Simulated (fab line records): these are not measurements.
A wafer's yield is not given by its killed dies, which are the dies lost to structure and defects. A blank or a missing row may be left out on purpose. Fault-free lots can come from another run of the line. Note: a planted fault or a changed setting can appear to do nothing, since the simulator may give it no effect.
Matching of chambers || flow sky130 || SKY_VIA1_CMP_24 on cmp-01: 4 sister chambers
The step polishes, stops on SiO2, t overpolish 15 s, target thk 0 nm. 4 wafers are shown with their chamber, then 12 later ones without.

EACH WAFER AND ITS CHAMBER
{"wafer": "L085.2", "chamber": 3, "motorCurrentA (A)": 12.0}
{"wafer": "L087.1", "chamber": 2, "motorCurrentA (A)": 10.7}
{"wafer": "L090.5", "chamber": 0, "motorCurrentA (A)": 9.4}
{"wafer": "L090.6", "chamber": 1, "motorCurrentA (A)": 12.2}

WAFERS MISSING THEIR CHAMBER
{"wafer": "L091.2", "motorCurrentA (A)": 11.5}
{"wafer": "L091.4", "motorCurrentA (A)": 9.4}
{"wafer": "L091.6", "motorCurrentA (A)": 12.6}
{"wafer": "L092.2", "motorCurrentA (A)": 9.5}
{"wafer": "L092.3", "motorCurrentA (A)": 12.2}
{"wafer": "L092.5", "motorCurrentA (A)": 11.5}
{"wafer": "L095.1", "motorCurrentA (A)": 12.1}
{"wafer": "L095.3", "motorCurrentA (A)": 12.0}
{"wafer": "L095.6", "motorCurrentA (A)": 10.2}
{"wafer": "L097.1", "motorCurrentA (A)": 12.1}
{"wafer": "L097.2", "motorCurrentA (A)": 9.5}
{"wafer": "L097.6", "motorCurrentA (A)": 9.9}

WHICH CHAMBER EACH WENT THROUGH
{"wafer": "L091.2", "from the rows above": "can't be placed: 3 or 1 or 2", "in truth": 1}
{"wafer": "L091.4", "from the rows above": 0, "in truth": 0}
{"wafer": "L091.6", "from the rows above": "can't be placed: 1 or 3", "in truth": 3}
{"wafer": "L092.2", "from the rows above": 0, "in truth": 0}
{"wafer": "L092.3", "from the rows above": "can't be placed: 1 or 3", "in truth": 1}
{"wafer": "L092.5", "from the rows above": "can't be placed: 3 or 1 or 2", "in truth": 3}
{"wafer": "L095.1", "from the rows above": "can't be placed: 1 or 3", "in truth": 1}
{"wafer": "L095.3", "from the rows above": "can't be placed: 3 or 1", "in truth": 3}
{"wafer": "L095.6", "from the rows above": "can't be placed: 2 or 0", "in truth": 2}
{"wafer": "L097.1", "from the rows above": "can't be placed: 1 or 3", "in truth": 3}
{"wafer": "L097.2", "from the rows above": 0, "in truth": 0}
{"wafer": "L097.6", "from the rows above": "can't be placed: 0 or 2", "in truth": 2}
Correctly placed: 3 of 12. Not placeable from these rows: 9 (in 9, the candidates include the true chamber). 0 placed wrongly.
How it was worked out, from the rows above alone: a wafer's distance from a chamber is the root of the sum, over the readings, of the square of ((its reading less the chamber's mean) divided by the reading's scatter). If the next closest chamber is less than 2 further off than the closest, the wafer can't be placed; otherwise it belongs to the closest. The mean given for a chamber averages the wafers shown for that chamber. The scatter: root of mean squared gap, hidden wafer to nearest shown wafer, with one shown wafer a chamber.
